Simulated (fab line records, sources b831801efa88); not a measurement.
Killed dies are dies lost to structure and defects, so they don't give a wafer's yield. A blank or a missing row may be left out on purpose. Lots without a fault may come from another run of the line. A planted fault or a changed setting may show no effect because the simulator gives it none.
fab line records | flow gf180mcu
record lots=5 wafers=15 last_day=33
route steps=602 shown VT_IMPLANT@110 MVSD@136 NWELL@137 LVPWELL@138 MVPSD@139 DUAL_GATE@141
lots that met no fault: from a run of the same line without faults
start_h: hours from the record's first day to the start of the lot's first wafer shown | wait_h: hours since the lot's step before | " the same as in the row above | L1.1+2: a row that stands for several wafers | - no value, or no start given | * or withheld: withheld | < > ~ a bound
route shown NAME@n: a module of which the file shows steps, and the number in the route of the first | usual: mean/standard deviation of fault-free wafers | same: alike in all rows | chamber/n: place in a boat | sites: the reading at each site | _std_site: their standard deviation | _edge_site: outer sites' mean less inner sites' | radius_mm: how far each site lies from the wafer's centre | mask NAME#n: copy n | behind: the tool/chamber that last shaped the wafer | hold: why the lot was held/for how many hours/how that ended | device: the transistor (n, p or np) that didn't switch | end of line: the same wafers' tests at the end of the route | a step without rows: its recipe alone | killed: dies lost to structure and defects at the first sort, not the wafer's yield | map: a wafer's dies, x killed, . not, _ none there
set.NAME: the setting as run; set.NAME@STEP: as run at that earlier step | model.NAME: the simulator's own value behind a step, which no gauge read
lots at some steps of the route; a table a step, a row a wafer
services: from which hour (start_h, from the record's first day; less than 0 if before it) a tool's chamber was out of use, for how many hours, and why
## steps
# step GF_VT_IMPLANT_STRIP_20
# recipe chemistry=O2/N2 power_w=1400 pressure_mtorr=1500 platen_temp_c=250 o2_flow_sccm=3000 n2_flow_sccm=300 overash_fraction=0.5
# usual drypump_motor_current_A=5.83/0.15 heater_power_w=343/14 oes_product_au=0.715/0.0043 strip_time_to_endpoint_s=12.65/0.034
# columns lot.wafer tool chamber start_h wait_h drypump_motor_current_A heater_power_w oes_product_au rf_hours_counter_h strip_time_to_endpoint_s
L077.1 plasma_asher-01 1 147.23 0.1 5.71 327 0.714 3 12.65
L077.2 " 0 " " 5.73 344 0.715 3 12.59
L077.3 " 0 " " 5.75 350 0.714 - 12.63
L088.2 plasma_asher-01 0 210.00 0.1 5.75 355 0.717 10 12.71
L088.3 " 1 " " 5.74 341 0.713 - 12.69
L088.6 " 1 " " 5.71 338 0.715 - 12.68
L093.1 plasma_asher-01 0 244.55 0.1 5.74 357 0.710 14 12.67
L093.4 " 1 " " 5.74 338 0.719 - 12.63
L093.6 " 1 " " 5.74 342 0.719 - 12.64
L094.2 plasma_asher-04 0 249.13 0.1 5.83 363 0.711 61 12.65
L094.3 " 1 " " 5.61 334 0.721 - 12.67
L094.4 " 0 " " 5.85 355 0.716 - 12.67
L096.2 plasma_asher-04 0 261.80 0.1 5.85 358 0.710 62 12.61
L096.5 " 0 " " 5.85 348 0.716 - 12.58
L096.6 " 1 " " 5.63 328 0.711 - 12.67
# step GF_VT_IMPLANT_TW_MEAS_21
# usual VT_IMPLANT_2_TW=1211/8.8
# columns lot.wafer tool chamber start_h wait_h VT_IMPLANT_2_TW
L077.1 film_metro-04 - 147.33 0.1 1210
L077.2 " - " " 1207
L077.3 " - " " 1211
L088.2 film_metro-01 - 210.11 0.1 1211
L088.3 " - " " 1215
L088.6 " - " " 1209
L093.1 film_metro-04 - 244.65 0.1 1214
L093.4 " - " " 1208
L093.6 " - " " 1212
L094.2 film_metro-03 - 249.24 0.1 1205
L094.3 " - " " 1198
L094.4 " - " " 1205
L096.2 film_metro-03 - 261.91 0.1 1208
L096.5 " - " " 1198
L096.6 " - " " 1201
# step GF_VT_IMPLANT_DEHYDRATE_22
# recipe temp_c=200 time_s=60
# usual plate_temp_C=199.95/0.16
# columns lot.wafer tool chamber start_h wait_h plate_temp_C
L077.1 litho_track-01 0 154.70 7.4 199.87
L077.2 " 0 " " 199.66
L077.3 " 0 " " 199.93
L088.2 litho_track-04 0 217.29 7.2 199.88
L088.3 " 0 " " 200.25
L088.6 " 0 " " 200.08
L093.1 litho_track-02 0 252.80 8.1 199.95
L093.4 " 0 " " 200.17
L093.6 " 0 " " 199.89
L094.2 litho_track-02 0 256.82 7.6 199.94
L094.3 " 0 " " 199.77
L094.4 " 0 " " 199.67
L096.2 litho_track-04 0 269.44 7.5 199.88
L096.5 " 0 " " 200.04
L096.6 " 0 " " 200.01
# step GF_VT_IMPLANT_HMDS_23
# recipe prime_time_s=60 prime_temp_c=120
# columns lot.wafer tool chamber start_h wait_h
L077.1+2+3 litho_track-01 0 154.85 0.1
L088.2+3+6 litho_track-04 0 217.44 0.1
L093.1+4+6 litho_track-02 0 252.95 0.1
L094.2+3+4 litho_track-02 0 256.97 0.1
L096.2+5+6 litho_track-04 0 269.59 0.1
# step GF_VT_IMPLANT_COAT_24
# recipe resist=NOVOLAK spin_rpm=3000 resist_thk_nm=1000
# columns lot.wafer tool chamber start_h wait_h
L077.1+2+3 litho_track-01 0 155.00 0.1
L088.2+3+6 litho_track-04 0 217.59 0.1
L093.1+4+6 litho_track-02 0 253.10 0.1
L094.2+3+4 litho_track-02 0 257.12 0.1
L096.2+5+6 litho_track-04 0 269.74 0.1
# step GF_VT_IMPLANT_SOFTBAKE_25
# recipe temp_c=90 time_s=60 resist=NOVOLAK
# usual plate_temp_C=90.01/0.13
# columns lot.wafer tool chamber start_h wait_h plate_temp_C
L077.1 litho_track-01 0 155.15 0.1 90.09
L077.2 " 0 " " 89.98
L077.3 " 0 " " 90.05
L088.2 litho_track-04 0 217.74 0.1 90.00
L088.3 " 0 " " 89.86
L088.6 " 0 " " 90.04
L093.1 litho_track-02 0 253.25 0.1 90.13
L093.4 " 0 " " 89.91
L093.6 " 0 " " 89.93
L094.2 litho_track-02 0 257.27 0.1 90.08
L094.3 " 0 " " 89.98
L094.4 " 0 " " 90.15
L096.2 litho_track-04 0 269.89 0.1 89.93
L096.5 " 0 " " 90.15
L096.6 " 0 " " 90.13
# step GF_VT_IMPLANT_EXPOSE_26
# recipe mask_id=LVPWELL_HV_AREA target_cd_nm=860 na=0.6 source_shape=conventional sigma_outer=0.6 dose_mj=140
# columns lot.wafer tool chamber start_h wait_h mask
L077.1+2+3 iline_stepper-02 0 - - LVPWELL_HV_AREA#0
L088.2+3+6 iline_stepper-02 0 - - LVPWELL_HV_AREA#0
L093.1+4+6 iline_stepper-02 0 - - LVPWELL_HV_AREA#0
L094.2+3+4 iline_stepper-02 0 - - LVPWELL_HV_AREA#0
L096.2+5+6 iline_stepper-02 0 - - LVPWELL_HV_AREA#0
# step GF_VT_IMPLANT_PEB_27
# recipe temp_c=withheld time_s=* resist=NOVOLAK
# columns lot.wafer tool chamber start_h wait_h
L077.1+2+3 litho_track-04 0 - -
L088.2+3+6 litho_track-04 0 - -
L093.1+4+6 litho_track-02 0 - -
L094.2+3+4 litho_track-04 0 - -
L096.2+5+6 litho_track-01 0 - -
# step GF_VT_IMPLANT_DEVELOP_28
# recipe develop_time_s=60 dev_temp_c=23
# columns lot.wafer tool chamber start_h wait_h
L077.1+2+3 litho_track-04 0 162.96 0.1
L088.2+3+6 litho_track-04 0 226.09 0.1
L093.1+4+6 litho_track-02 0 261.55 0.1
L094.2+3+4 litho_track-04 0 265.79 0.1
L096.2+5+6 litho_track-01 0 278.82 0.1
# step GF_VT_IMPLANT_OVL_MEAS_29
# usual VT_IMPLANT_02_OVL=-0.1/1.3
# columns lot.wafer tool chamber start_h wait_h VT_IMPLANT_02_OVL[nm]
L077.1 overlay-01 - 163.11 0.1 0.8
L077.2 " - " " 1.7
L077.3 " - " " 0.4
L088.2 overlay-01 - 226.22 0.1 -2.4
L088.3 " - " " -1.2
L088.6 " - " " -1.4
L093.1 overlay-01 - 261.70 0.1 -1.0
L093.4 " - " " -2.3
L093.6 " - " " -0.1
L094.2 overlay-01 - 265.92 0.1 0.7
L094.3 " - " " 1.2
L094.4 " - " " 0.8
L096.2 overlay-01 - 278.95 0.1 0.8
L096.5 " - " " -1.0
L096.6 " - " " 0.8
# step GF_VT_IMPLANT_IMPLANT_30
# recipe species=B energy_kev=25 dose_cm2=2.534e+12 tilt_deg=7
# columns lot.wafer tool chamber start_h wait_h
L077.1+2+3 implanter-03 0 163.15 0.0
L088.2+3+6 implanter-01 0 226.27 0.0
L093.1+4+6 implanter-03 0 261.73 0.0
L094.2+3+4 implanter-03 0 265.97 0.0
L096.2+5+6 implanter-01 0 279.01 0.0
# step GF_VT_IMPLANT_STRIP_31
# recipe chemistry=O2/N2 power_w=1400 pressure_mtorr=1500 platen_temp_c=250 o2_flow_sccm=3000 n2_flow_sccm=300 overash_fraction=0.5
# usual drypump_motor_current_A=5.78/0.11 heater_power_w=345/13 oes_product_au=0.716/0.0045 strip_time_to_endpoint_s=12.65/0.04
# columns lot.wafer tool chamber start_h wait_h drypump_motor_current_A heater_power_w oes_product_au rf_hours_counter_h strip_time_to_endpoint_s
L077.1 plasma_asher-01 0 163.30 0.1 5.74 350 0.712 5 12.64
L077.2 " 1 " " 5.70 328 0.712 5 12.65
L077.3 " 1 " " 5.68 340 0.718 - 12.60
L088.2 plasma_asher-01 1 226.40 0.1 5.72 343 0.713 12 12.64
L088.3 " 1 " " 5.77 338 0.727 - 12.67
L088.6 " 1 " " 5.73 336 0.712 - 12.65
L093.1 plasma_asher-01 1 261.88 0.1 5.73 344 0.722 15 12.66
L093.4 " 0 " " 5.76 351 0.702 - 12.68
L093.6 " 0 " " 5.76 352 0.715 - 12.70
L094.2 plasma_asher-01 0 266.10 0.1 5.76 356 0.718 16 12.68
L094.3 " 1 " " 5.76 349 0.715 - 12.66
L094.4 " 0 " " 5.76 348 0.724 - 12.67
L096.2 plasma_asher-04 1 279.13 0.1 5.63 323 0.710 64 12.58
L096.5 " 1 " " 5.64 333 0.709 - 12.59
L096.6 " 0 " " 5.84 363 0.718 - 12.61
# step GF_VT_IMPLANT_TW_MEAS_32
# usual VT_IMPLANT_3_TW=266.9/1.7
# columns lot.wafer tool chamber start_h wait_h VT_IMPLANT_3_TW
L077.1 film_metro-04 - 163.40 0.1 267.8
L077.2 " - " " 267.6
L077.3 " - " " 268.5
L088.2 film_metro-04 - 226.51 0.1 264.2
L088.3 " - " " 264.5
L088.6 " - " " 264.6
L093.1 film_metro-01 - 261.98 0.1 269.8
L093.4 " - " " 268.5
L093.6 " - " " 269.6
L094.2 film_metro-04 - 266.21 0.1 266.0
L094.3 " - " " 266.8
L094.4 " - " " 266.8
L096.2 film_metro-04 - 279.24 0.1 266.8
L096.5 " - " " 267.5
L096.6 " - " " 267.4
# step GF_VT_IMPLANT_DEHYDRATE_33
# recipe temp_c=200 time_s=60
# usual plate_temp_C=200.00/0.15
# columns lot.wafer tool chamber start_h wait_h plate_temp_C
L077.1 litho_track-02 0 170.90 7.5 199.87
L077.2 " 0 " " 199.95
L077.3 " 0 " " 199.79
L088.2 litho_track-02 0 234.87 8.4 200.25
L088.3 " 0 " " 200.19
L088.6 " 0 " " 200.06
L093.1 litho_track-02 0 269.50 7.5 200.00
L093.4 " 0 " " 199.96
L093.6 " 0 " " 200.14
L094.2 litho_track-02 0 273.37 7.2 200.04
L094.3 " 0 " " 200.03
L094.4 " 0 " " 199.89
L096.2 litho_track-04 0 288.59 9.3 200.01
L096.5 " 0 " " 200.05
L096.6 " 0 " " 199.97
# step GF_VT_IMPLANT_HMDS_34
# recipe prime_time_s=60 prime_temp_c=120
# columns lot.wafer tool chamber start_h wait_h
L077.1+2+3 litho_track-02 0 171.05 0.1
L088.2+3+6 litho_track-02 0 235.02 0.1
L093.1+4+6 litho_track-02 0 269.65 0.1
L094.2+3+4 litho_track-02 0 273.52 0.1
L096.2+5+6 litho_track-04 0 288.74 0.1
# step GF_VT_IMPLANT_COAT_35
# recipe resist=NOVOLAK spin_rpm=3000 resist_thk_nm=1000
# columns lot.wafer tool chamber start_h wait_h
L077.1+2+3 litho_track-02 0 171.20 0.1
L088.2+3+6 litho_track-02 0 235.17 0.1
L093.1+4+6 litho_track-02 0 269.80 0.1
L094.2+3+4 litho_track-02 0 273.67 0.1
L096.2+5+6 litho_track-04 0 288.89 0.1
# step GF_VT_IMPLANT_SOFTBAKE_36
# recipe temp_c=90 time_s=60 resist=NOVOLAK
# usual plate_temp_C=90.01/0.12
# columns lot.wafer tool chamber start_h wait_h plate_temp_C
L077.1 litho_track-02 0 171.35 0.1 90.04
L077.2 " 0 " " 90.04
L077.3 " 0 " " 90.06
L088.2 litho_track-02 0 235.32 0.1 90.01
L088.3 " 0 " " 90.11
L088.6 " 0 " " 90.15
L093.1 litho_track-02 0 269.95 0.1 90.00
L093.4 " 0 " " 90.01
L093.6 " 0 " " 89.91
L094.2 litho_track-02 0 273.82 0.1 90.06
L094.3 " 0 " " 90.10
L094.4 " 0 " " 89.98
L096.2 litho_track-04 0 289.04 0.1 90.06
L096.5 " 0 " " 89.85
L096.6 " 0 " " 89.72
# step GF_VT_IMPLANT_EXPOSE_37
# recipe mask_id=Nwell_HV_AREA target_cd_nm=860 na=0.6 source_shape=conventional sigma_outer=0.6 dose_mj=140
# columns lot.wafer tool chamber start_h wait_h mask
L077.1+2+3 iline_stepper-01 0 - - Nwell_HV_AREA#0
L088.2+3+6 iline_stepper-01 0 - - Nwell_HV_AREA#0
L093.1+4+6 iline_stepper-01 0 - - Nwell_HV_AREA#0
L094.2+3+4 iline_stepper-02 0 - - Nwell_HV_AREA#0
L096.2+5+6 iline_stepper-01 0 - - Nwell_HV_AREA#0
# step GF_VT_IMPLANT_PEB_38
# recipe temp_c=withheld time_s=* resist=NOVOLAK
# columns lot.wafer tool chamber start_h wait_h
L077.1+2+3 litho_track-01 0 - -
L088.2+3+6 litho_track-02 0 - -
L093.1+4+6 litho_track-04 0 - -
L094.2+3+4 litho_track-04 0 - -
L096.2+5+6 litho_track-04 0 - -
# step GF_VT_IMPLANT_DEVELOP_39
# recipe develop_time_s=60 dev_temp_c=23
# columns lot.wafer tool chamber start_h wait_h
L077.1+2+3 litho_track-01 0 179.85 0.1
L088.2+3+6 litho_track-02 0 244.12 0.1
L093.1+4+6 litho_track-04 0 278.56 0.1
L094.2+3+4 litho_track-04 0 282.04 0.1
L096.2+5+6 litho_track-04 0 298.64 0.1
# step GF_VT_IMPLANT_OVL_MEAS_40
# usual VT_IMPLANT_03_OVL=0.0/1.3
# columns lot.wafer tool chamber start_h wait_h VT_IMPLANT_03_OVL[nm]
L077.1 overlay-01 - 180.00 0.1 0.2
L077.2 " - " " 1.0
L077.3 " - " " 0.6
L088.2 overlay-01 - 244.25 0.1 0.5
L088.3 " - " " 1.3
L088.6 " - " " 1.9
L093.1 overlay-02 - 278.71 0.1 0.6
L093.4 " - " " 1.0
L093.6 " - " " -0.6
L094.2 overlay-01 - 282.17 0.1 -1.4
L094.3 " - " " -1.2
L094.4 " - " " -1.6
L096.2 overlay-02 - 298.77 0.1 0.8
L096.5 " - " " 2.6
L096.6 " - " " 0.4
# step GF_VT_IMPLANT_IMPLANT_41
# recipe species=As energy_kev=70 dose_cm2=1.013e+12 tilt_deg=7
# columns lot.wafer tool chamber start_h wait_h
L077.1+2+3 implanter-02 0 180.03 0.0
L088.2+3+6 implanter-03 0 244.31 0.0
L093.1+4+6 implanter-03 0 278.75 0.0
L094.2+3+4 implanter-01 0 282.22 0.0
L096.2+5+6 implanter-01 0 298.82 0.0
# step GF_VT_IMPLANT_STRIP_42
# recipe chemistry=O2/N2 power_w=1400 pressure_mtorr=1500 platen_temp_c=250 o2_flow_sccm=3000 n2_flow_sccm=300 overash_fraction=0.5
# usual drypump_motor_current_A=5.82/0.14 heater_power_w=345/13 oes_product_au=0.716/0.0038 strip_time_to_endpoint_s=12.65/0.034
# columns lot.wafer tool chamber start_h wait_h drypump_motor_current_A heater_power_w oes_product_au rf_hours_counter_h strip_time_to_endpoint_s
L077.1 plasma_asher-03 0 180.18 0.1 6.09 334 0.714 38 12.62
L077.2 " 1 " " 5.84 363 0.720 38 12.59
L077.3 " 1 " " 5.87 354 0.715 - 12.58
L088.2 plasma_asher-03 0 244.43 0.1 6.11 325 0.715 44 12.69
L088.3 " 0 " " 6.10 314 0.722 - 12.67
L088.6 " 1 " " 5.84 347 0.713 - 12.71
L093.1 plasma_asher-01 1 278.90 0.1 5.73 348 0.713 17 12.61
L093.4 " 1 " " 5.76 335 0.722 - 12.62
L093.6 " 0 " " 5.75 356 0.713 - 12.62
L094.2 plasma_asher-01 0 282.35 0.1 5.74 352 0.718 17 12.64
L094.3 " 0 " " 5.74 348 0.720 - 12.62
L094.4 " 1 " " 5.77 343 0.717 - 12.65
L096.2 plasma_asher-01 1 298.95 0.1 5.77 340 0.716 19 12.64
L096.5 " 1 " " 5.76 340 0.719 - 12.66
L096.6 " 0 " " 5.73 353 0.718 - 12.67
# step GF_VT_IMPLANT_TW_MEAS_43
# usual VT_IMPLANT_4_TW=689/4.5
# columns lot.wafer tool chamber start_h wait_h VT_IMPLANT_4_TW
L077.1 film_metro-01 - 180.28 0.1 689
L077.2 " - " " 691
L077.3 " - " " 688
L088.2 film_metro-01 - 244.54 0.1 696
L088.3 " - " " 693
L088.6 " - " " 693
L093.1 film_metro-03 - 279.00 0.1 684
L093.4 " - " " 683
L093.6 " - " " 682
L094.2 film_metro-04 - 282.46 0.1 688
L094.3 " - " " 686
L094.4 " - " " 686
L096.2 film_metro-03 - 299.06 0.1 683
L096.5 " - " " 689
L096.6 " - " " 685
# step GF_VT_IMPLANT_CLEAN_44
# recipe chemistry=SC1/SC2 mix=1:4:20 temp_c=70 time_s=150 dry=n2_spin
# usual bath_guard_temp_C=70.0/0.36
# columns lot.wafer tool chamber start_h wait_h bath_guard_temp_C
L077.1 wet_bench-01 0 180.34 0.1 70.4
L077.2 " 0 " " 70.2
L077.3 " 0 " " 70.5
L088.2 wet_bench-04 3 244.59 0.0 69.1
L088.3 " 3 " " 69.0
L088.6 " 3 " " 68.9
L093.1 wet_bench-04 2 279.06 0.1 70.0
L093.4 " 2 " " 70.1
L093.6 " 2 " " 70.4
L094.2 wet_bench-01 3 282.51 0.0 69.9
L094.3 " 3 " " 69.8
L094.4 " 3 " " 69.6
L096.2 wet_bench-02 2 299.11 0.0 70.0
L096.5 " 2 " " 69.9
L096.6 " 2 " " 69.9
# step GF_VT_IMPLANT_RTA_45
# recipe temp_c=1050 time_s=30 ambient=N2
# usual lamp_power_pct=27.7/1.5 wafer_temp_C_max=1056.7/1.5
# columns lot.wafer tool chamber start_h wait_h lamp_power_pct wafer_temp_C_max
L077.1 rtp_anneal-02 0 180.39 0.0 26.4 1057.4
L077.2 " 0 " " 26.4 1057.3
L077.3 " 0 " " 26.3 1057.8
L088.2 rtp_anneal-01 0 244.66 0.0 29.4 1053.8
L088.3 " 0 " " 29.4 1054.5
L088.6 " 0 " " 29.4 1055.5
L093.1 rtp_anneal-02 0 279.11 0.0 26.3 1059.1
L093.4 " 0 " " 26.3 1057.8
L093.6 " 0 " " 26.3 1054.2
L094.2 rtp_anneal-01 0 282.57 0.0 29.3 1056.2
L094.3 " 0 " " 29.4 1054.6
L094.4 " 0 " " 29.3 1055.5
L096.2 rtp_anneal-01 0 299.18 0.0 29.4 1056.3
L096.5 " 0 " " 29.4 1055.5
L096.6 " 0 " " 29.4 1056.0
# step GF_VT_IMPLANT_RS_MEAS_46
# recipe thk_meas_gauge=four-point-probe
# usual MVSD_RS=456.6/1.3
# columns lot.wafer tool chamber start_h wait_h MVSD_RS[ohm/sq]
L077.1 film_metro-01 - 180.49 0.1 458.5
L077.2 " - " " 457.7
L077.3 " - " " 456.6
L088.2 film_metro-02 - 244.76 0.1 459.6
L088.3 " - " " 459.9
L088.6 " - " " 458.4
L093.1 film_metro-01 - 279.21 0.1 458.5
L093.4 " - " " 457.5
L093.6 " - " " 456.2
L094.2 film_metro-03 - 282.68 0.1 456.8
L094.3 " - " " 455.8
L094.4 " - " " 455.2
L096.2 film_metro-01 - 299.28 0.1 457.0
L096.5 " - " " 457.2
L096.6 " - " " 457.7
# step GF_VT_IMPLANT_RS_MEAS_47
# recipe thk_meas_gauge=four-point-probe
# usual NWELL_RS=488.2/1.2
# columns lot.wafer tool chamber start_h wait_h NWELL_RS[ohm/sq]
L077.1 film_metro-01 - 180.61 0.1 487.1
L077.2 " - " " 487.0
L077.3 " - " " 487.8
L088.2 film_metro-02 - 244.88 0.1 486.4
L088.3 " - " " 485.9
L088.6 " - " " 486.3
L093.1 film_metro-01 - 279.33 0.1 487.5
L093.4 " - " " 486.3
L093.6 " - " " 488.7
L094.2 film_metro-03 - 282.80 0.1 488.3
L094.3 " - " " 488.6
L094.4 " - " " 486.0
L096.2 film_metro-01 - 299.40 0.1 488.4
L096.5 " - " " 487.0
L096.6 " - " " 490.1
# step GF_VT_IMPLANT_RS_MEAS_48
# recipe thk_meas_gauge=four-point-probe
# usual LVPWELL_RS=1198.6/2.7
# columns lot.wafer tool chamber start_h wait_h LVPWELL_RS[ohm/sq]
L077.1 film_metro-01 - 180.73 0.1 1197.3
L077.2 " - " " 1198.2
L077.3 " - " " 1193.9
L088.2 film_metro-02 - 245.00 0.1 1199.7
L088.3 " - " " 1198.9
L088.6 " - " " 1199.1
L093.1 film_metro-01 - 279.45 0.1 1199.1
L093.4 " - " " 1197.5
L093.6 " - " " 1198.8
L094.2 film_metro-03 - 282.92 0.1 1194.0
L094.3 " - " " 1193.8
L094.4 " - " " 1198.6
L096.2 film_metro-01 - 299.52 0.1 1201.9
L096.5 " - " " 1205.8
L096.6 " - " " 1199.3
# step GF_VT_IMPLANT_RS_MEAS_49
# recipe thk_meas_gauge=four-point-probe
# usual MVPSD_RS=1169/3.1
# columns lot.wafer tool chamber start_h wait_h MVPSD_RS[ohm/sq]
L077.1 film_metro-01 - 180.85 0.1 1164
L077.2 " - " " 1165
L077.3 " - " " 1168
L088.2 film_metro-02 - 245.12 0.1 1168
L088.3 " - " " 1168
L088.6 " - " " 1169
L093.1 film_metro-01 - 279.57 0.1 1165
L093.4 " - " " 1170
L093.6 " - " " 1168
L094.2 film_metro-03 - 283.04 0.1 1167
L094.3 " - " " 1168
L094.4 " - " " 1163
L096.2 film_metro-01 - 299.64 0.1 1163
L096.5 " - " " 1165
L096.6 " - " " 1167
# step GF_VT_IMPLANT_WET_ETCH_50
# recipe chemistry=dHF target_depth_nm=20 target=SiO2 temp_c=25 dilution=100:1 time_s=400
# columns lot.wafer tool chamber start_h wait_h
L077.1+2+3 wet_bench-02 2 180.97 0.1
L088.2+3+6 wet_bench-02 1 245.22 0.1
L093.1+4+6 wet_bench-02 2 279.69 0.1
L094.2+3+4 wet_bench-01 2 283.14 0.1
L096.2+5+6 wet_bench-02 3 299.74 0.1
# step GF_DUAL_GATE_CLEAN_00
# recipe chemistry=SC1/SC2 mix=1:4:20 temp_c=70 time_s=150
# usual bath_guard_temp_C=70.0/0.36
# columns lot.wafer tool chamber start_h wait_h bath_guard_temp_C
L077.1 wet_bench-02 2 181.09 0.0 69.7
L077.2 " 2 " " 69.7
L077.3 " 2 " " 69.5
L088.2 wet_bench-02 1 245.34 0.0 69.0
L088.3 " 1 " " 69.2
L088.6 " 1 " " 69.0
L093.1 wet_bench-04 1 279.81 0.0 69.8
L093.4 " 1 " " 70.0
L093.6 " 1 " " 70.0
L094.2 wet_bench-02 3 283.26 0.0 70.7
L094.3 " 3 " " 70.2
L094.4 " 3 " " 70.3
L096.2 wet_bench-01 0 299.87 0.0 70.3
L096.5 " 0 " " 70.3
L096.6 " 0 " " 70.2
# step GF_DUAL_GATE_CLEAN_01
# recipe chemistry=dHF time_s=20 dilution=100:1 dry=ipa_marangoni
# columns lot.wafer tool chamber start_h wait_h
L077.1+2+3 wet_bench-02 2 181.14 0.0
L088.2+3+6 wet_bench-01 1 245.39 0.0
L093.1+4+6 wet_bench-02 3 279.86 0.0
L094.2+3+4 wet_bench-04 1 283.31 0.0
L096.2+5+6 wet_bench-04 0 299.93 0.0
# step GF_DUAL_GATE_OXIDATION_02
# recipe temp_c=900 ambient=O2 stabilise_s=600 purge_s=300 target_thk_a=108.87 ox_time_s=1602
# usual spike_tc_lower_C=900.8/1.1 spike_tc_upper_C=899.2/1.7
# columns lot.wafer tool chamber start_h wait_h spike_tc_lower_C spike_tc_upper_C
L077.1 furnace-02 0 181.16 0.0 901.3 903.0
L077.2 " 0 " " 899.7 899.1
L077.3 " 0 " " 901.0 901.4
L088.2 furnace-01 0 249.08 3.7 902.1 897.9
L088.3 " 0 " " 901.8 898.6
L088.6 " 0 " " 900.9 900.0
L093.1 furnace-01 0 279.87 0.0 902.4 898.6
L093.4 " 0 " " 901.4 899.0
L093.6 " 0 " " 899.6 896.2
L094.2 furnace-01 0 283.32 0.0 900.3 898.9
L094.3 " 0 " " 902.5 897.1
L094.4 " 0 " " 899.6 899.6
L096.2 furnace-01 0 299.94 0.0 900.7 896.6
L096.5 " 0 " " 900.6 898.1
L096.6 " 0 " " 901.4 899.6
# step GF_DUAL_GATE_THK_MEAS_03
# recipe reads=SiO2_of_DUAL_GATE_OXIDATION_02
# usual DUAL_GATE_OXIDATION_00_THK=10.81/0.19
# columns lot.wafer tool chamber start_h wait_h DUAL_GATE_OXIDATION_00_THK[nm]
L077.1 film_metro-04 - 182.60 0.0 10.98
L077.2 " - " " 10.96
L077.3 " - " " 11.13
L088.2 film_metro-04 - 250.54 0.0 11.10
L088.3 " - " " 10.79
L088.6 " - " " 11.06
L093.1 film_metro-03 - 281.32 0.0 10.74
L093.4 " - " " 10.57
L093.6 " - " " 10.46
L094.2 film_metro-02 - 284.78 0.0 10.90
L094.3 " - " " 10.91
L094.4 " - " " 10.84
L096.2 film_metro-03 - 301.40 0.0 11.03
L096.5 " - " " 11.02
L096.6 " - " " 11.03
# step GF_DUAL_GATE_DEHYDRATE_04
# recipe temp_c=200 time_s=60
# usual plate_temp_C=199.99/0.14
# columns lot.wafer tool chamber start_h wait_h plate_temp_C
L077.1 litho_track-04 0 190.26 7.6 200.02
L077.2 " 0 " " 199.93
L077.3 " 0 " " 200.06
L088.2 litho_track-04 0 258.29 7.7 200.01
L088.3 " 0 " " 199.99
L088.6 " 0 " " 199.73
L093.1 litho_track-03 0 290.29 9.0 199.84
L093.4 " 0 " " 199.94
L093.6 " 0 " " 200.06
L094.2 litho_track-04 0 293.79 9.0 199.82
L094.3 " 0 " " 200.15
L094.4 " 0 " " 200.17
L096.2 litho_track-03 0 310.76 9.4 200.29
L096.5 " 0 " " 199.96
L096.6 " 0 " " 200.05
# step GF_DUAL_GATE_HMDS_05
# recipe prime_time_s=60 prime_temp_c=120
# columns lot.wafer tool chamber start_h wait_h
L077.1+2+3 litho_track-04 0 190.41 0.1
L088.2+3+6 litho_track-04 0 258.44 0.1
L093.1+4+6 litho_track-03 0 290.44 0.1
L094.2+3+4 litho_track-04 0 293.94 0.1
L096.2+5+6 litho_track-03 0 310.91 0.1
# step GF_DUAL_GATE_COAT_06
# recipe resist=NOVOLAK spin_rpm=3000 resist_thk_nm=1000
# columns lot.wafer tool chamber start_h wait_h
L077.1+2+3 litho_track-04 0 190.56 0.1
L088.2+3+6 litho_track-04 0 258.59 0.1
L093.1+4+6 litho_track-03 0 290.59 0.1
L094.2+3+4 litho_track-04 0 294.09 0.1
L096.2+5+6 litho_track-03 0 311.06 0.1
# step GF_DUAL_GATE_SOFTBAKE_07
# recipe temp_c=90 time_s=60 resist=NOVOLAK
# usual plate_temp_C=89.99/0.13
# columns lot.wafer tool chamber start_h wait_h plate_temp_C
L077.1 litho_track-04 0 190.71 0.1 90.08
L077.2 " 0 " " 90.21
L077.3 " 0 " " 90.01
L088.2 litho_track-04 0 258.74 0.1 89.76
L088.3 " 0 " " 89.83
L088.6 " 0 " " 89.98
L093.1 litho_track-03 0 290.74 0.1 89.80
L093.4 " 0 " " 89.83
L093.6 " 0 " " 90.06
L094.2 litho_track-04 0 294.24 0.1 90.05
L094.3 " 0 " " 89.89
L094.4 " 0 " " 90.02
L096.2 litho_track-03 0 311.21 0.1 89.97
L096.5 " 0 " " 90.05
L096.6 " 0 " " 90.13
# step GF_DUAL_GATE_EXPOSE_08
# recipe mask_id=Dualgate target_cd_nm=700 na=0.6 source_shape=conventional sigma_outer=0.6 dose_mj=140
# columns lot.wafer tool chamber start_h wait_h mask
L077.1+2+3 iline_stepper-01 0 - - Dualgate#0
L088.2+3+6 iline_stepper-02 0 - - Dualgate#0
L093.1+4+6 iline_stepper-02 0 - - Dualgate#0
L094.2+3+4 iline_stepper-02 0 - - Dualgate#0
L096.2+5+6 iline_stepper-02 0 - - Dualgate#0
## services
# columns tool chamber start_h hours kind
litho_track-04 - 124.60 - consumable_replace:filter
furnace-01 - 137.12 2.6 pm
iline_stepper-02 - 157.19 1.7 pm
implanter-03 - 167.14 3.7 pm
iline_stepper-02 0 168.39 - calibration
implanter-01 - 172.35 3.1 repair
implanter-01 - 175.45 3.1 repair
furnace-01 - 182.64 4.7 pm
furnace-01 - 187.31 26.8 pm
wet_bench-01 - 189.79 2.4 repair
furnace-02 - 215.06 3.9 pm
furnace-02 - 218.93 4.2 pm
iline_stepper-01 - 221.52 - consumable_replace:lamp
furnace-02 - 226.87 49.9 pm
implanter-01 - 248.84 2.0 repair
wet_bench-01 - 248.96 1.6 repair
furnace-01 - 253.32 3.8 pm
implanter-02 - 276.49 5.4 pm
iline_stepper-01 0 308.29 - calibration
## key
fault none
